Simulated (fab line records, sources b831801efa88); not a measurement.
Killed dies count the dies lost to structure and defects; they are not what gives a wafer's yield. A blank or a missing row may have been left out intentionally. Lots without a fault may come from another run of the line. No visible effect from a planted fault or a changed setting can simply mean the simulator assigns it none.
Comparing a struck lot with a sound one | flow sky130 | 43 out of 708 route steps
Sound: the wafers L627.2, L627.3, L627.5. Struck: wafer L641.2. The cause is named last.
Each step with rows lists, per side, the tool, then ch with its chambers, then its first start. Under that, the readings that differ: sound wafers | struck wafers | difference of the means | sigmas: that difference in standard deviations of wafers without a fault.
alike: readings whose means differ by less than 2 such deviations, and words and numbers that are the same on both sides. not compared: withheld readings, readings that some wafer has no value for, bounds like >300 that may hide the same value, and numbers for which the record gives no deviation and whose values overlap.
A row with sigmas, a row that says differs or no value, or rows on one side alone: a step with any of these is where the two part. When numbers do not overlap yet have no deviation, they are printed without sigmas and do not part them. A reading that every wafer of one side lacks parts them only if that side has two wafers or more.

first, 5 steps without rows for these wafers: SKY_VIA4_COAT_06 (resist thk 1140 nm); SKY_VIA4_SOFTBAKE_07 (time 60 s); SKY_VIA4_EXPOSE_08 (exposes mask VIM4, target cd 800 nm); SKY_VIA4_PEB_09; SKY_VIA4_DEVELOP_10 (develop time 60 s).
SKY_VIA4_OVL_MEAS_11:
  struck on overlay-02, day 47 19:07; sound on overlay-02, day 44 22:30
  alike: VIA4_OVL
SKY_VIA4_ETCH_12: etches SiO2 in C4F8/O2/Ar, stops on TiN, target depth 580 nm.
  sound on rie-diel-01 ch 1,2, day 44 22:32; struck on rie-diel-03 ch 0, day 47 19:09
  reading                        | sound             | struck | difference | sigmas
  chamber-pressure-mTorr (mTorr) | 40.06 40.01 40.13 | 39.98  | -0.09      | -2
  oes-product-au (a.u.)          | 0.918 0.923 0.928 | 0.910  | -0.013     | -3
then, 5 steps without rows for these wafers: SKY_VIA4_STRIP_13 (strips in O2/N2); SKY_VIA4_STRIP_14 (strips in post etch residue remover, time 1200 s); SKY_VIA4_CLEAN_15 (cleans in IPA, time 180 s); SKY_VIA4_CLEAN_16 (cleans in O3/DIW); SKY_VIA4_SPUTTER_17 (material TiN, target thk 20 nm, time 80 s).
SKY_VIA4_CVD_18: deposits W, target thk 505 nm, time 152.14 s.
  sound on cvd-w-02 ch 0,1, day 44 23:15; struck on cvd-w-01 ch 1, day 47 19:53
  alike: chamber-pressure-Torr, heater-power-w
SKY_VIA4_RS_MEAS_19: measures by four-point-probe.
  struck on film-metro-03, day 47 20:04; sound on film-metro-02, day 44 23:25
  alike: VIA4_W_RS
SKY_VIA4_THK_MEAS_20: measures by xrf.
  struck on film-metro-03, day 47 20:10; sound on film-metro-02, day 44 23:32
  reading         | sound       | struck | difference | sigmas
  VIA4_W_THK (nm) | 502 494 493 | 475    | -21        | -3
then, 1 step without rows for these wafers: SKY_VIA4_CMP_21 (polishes, stops on SiO2, t overpolish 25 s, target thk 0 nm).
SKY_METAL5_SPUTTER_00: material Ti, target thk 15 nm, time 10 s.
  struck on pvd-sputter-03, day 47 20:31; sound on pvd-sputter-02, day 44 23:53
  alike: throttle-valve-pct
then, 1 step without rows for these wafers: SKY_METAL5_SPUTTER_01 (material TiN, target thk 20 nm, time 16.7 s).
SKY_METAL5_SPUTTER_02: material AlCu, target thk 1150 nm, time 61.2 s.
  struck on pvd-sputter-03, day 47 20:34; sound on pvd-sputter-02, day 44 23:56
  alike: throttle-valve-pct
SKY_METAL5_SPUTTER_03: material Ti, target thk 5 nm, time 3.3 s.
  struck on pvd-sputter-03, day 47 20:37; sound on pvd-sputter-02, day 44 23:59
  alike: throttle-valve-pct
then, 1 step without rows for these wafers: SKY_METAL5_SPUTTER_04 (material TiN, target thk 70 nm, time 58.3 s).
SKY_METAL5_RS_MEAS_05: measures by four-point-probe.
  struck on film-metro-02, day 47 20:43; sound on film-metro-01, day 45 00:04
  alike: METAL5_ALCU_RS
SKY_METAL5_THK_MEAS_06: measures by xrf.
  struck on film-metro-02, day 47 20:49; sound on film-metro-01, day 45 00:11
  alike: METAL5_ALCU_THK
then, 8 steps without rows for these wafers: SKY_METAL5_DEHYDRATE_07 (time 60 s); SKY_METAL5_HMDS_08 (prime time 60 s); SKY_METAL5_COAT_09 (resist thk 1800 nm); SKY_METAL5_SOFTBAKE_10 (time 60 s); SKY_METAL5_EXPOSE_11 (exposes mask MM5, target cd 1600 nm); SKY_METAL5_PEB_12; SKY_METAL5_DEVELOP_13 (develop time 60 s); SKY_METAL5_DESCUM_14 (chemistry O2, time 11 s).
SKY_METAL5_METAL_ETCH_15: etches the open film in Cl2/BCl3, stops on SiO2, target depth 1260 nm, time 252 s.
  sound on rie-metal-01 ch 0, day 45 21:14; struck on rie-metal-04 ch 1, day 48 15:43
  reading                | sound                | struck | difference | sigmas
  oes-product-au (a.u.)  | 0.893 0.893 0.890    | 0.909  | +0.017     | +3
  throttle-valve-pct (%) | 22.263 22.266 22.256 | 22.295 | +0.033     | +4
  alike: chamber-pressure-mTorr, drypump-motor-current-A
  not compared: rf-hours-counter-h
then, 5 steps without rows for these wafers: SKY_METAL5_STRIP_16 (strips in O2/N2); SKY_METAL5_STRIP_17 (strips in post etch residue remover, time 1200 s); SKY_METAL5_CLEAN_18 (cleans in IPA, time 180 s); SKY_METAL5_CLEAN_19 (cleans in O3/DIW); SKY_PASSIVATION_CVD_00 (deposits SiO2, target thk 90 nm).
SKY_PASSIVATION_THK_MEAS_01:
  struck on film-metro-03, day 48 17:10; sound on film-metro-04, day 45 22:15
  alike: PASSIVATION_CVD_00_THK
then, 1 step without rows for these wafers: SKY_PASSIVATION_CVD_02 (deposits Si3N4, target thk 540 nm).
SKY_PASSIVATION_THK_MEAS_03:
  struck on film-metro-04, day 48 17:27; sound on film-metro-03, day 45 22:32
  alike: PASSIVATION_CVD_02_THK
then, 2 steps without rows for these wafers: SKY_PASSIVATION_DEHYDRATE_04 (time 60 s); SKY_PASSIVATION_HMDS_05 (prime time 60 s).
SKY_PAD_OPEN_PROBE_99:
  struck on prober-02, day 50 06:10; sound on prober-02, day 47 17:40
  reading                  | sound          | struck | difference | sigmas
  defect-limited-yield (%) | 79.1 81.5 81.3 | 73.0   | -7.6       | -4
  killed_at_M0_to_M3       | 58 49 52       | 40     | -13        | -2
  killed_at_M4_up          | 3 2 3          | 58     | +55        | +35
  killed-dies              | 103 91 92      | 133    | +38        | +4
  sort_bin_3_pad_short (%) | 1.4 0.6 1.4    | 3.5    | +2.4       | +6
  sort_bin_5_function (%)  | 12.4 12.0 10.8 | 17.9   | +6.2       | +5
  sort-n-pass              | 389 401 400    | 359    | -38        | -4
  sort-yield-pct (%)       | 79.1 81.5 81.3 | 73.0   | -7.6       | -4
  alike: killed-at-contacts, killed-at-front-end, killed-at-other, killed-on-rim, killed-open, killed-short, sort_bin_6_memory
  not compared: model.etest.tester.sort-n-pass, model.etest.tester.sort-yield-pct, model.etest.tester.sort_bin_5_pct, model.etest.tester.sort_bin_3_pct, model.etest.via3-chain.rc-ohm

## WHERE THEY PART
Earliest at SKY_VIA4_ETCH_12; latest, in this record, at SKY_PAD_OPEN_PROBE_99.

WHY: whatever the simulator had introduced
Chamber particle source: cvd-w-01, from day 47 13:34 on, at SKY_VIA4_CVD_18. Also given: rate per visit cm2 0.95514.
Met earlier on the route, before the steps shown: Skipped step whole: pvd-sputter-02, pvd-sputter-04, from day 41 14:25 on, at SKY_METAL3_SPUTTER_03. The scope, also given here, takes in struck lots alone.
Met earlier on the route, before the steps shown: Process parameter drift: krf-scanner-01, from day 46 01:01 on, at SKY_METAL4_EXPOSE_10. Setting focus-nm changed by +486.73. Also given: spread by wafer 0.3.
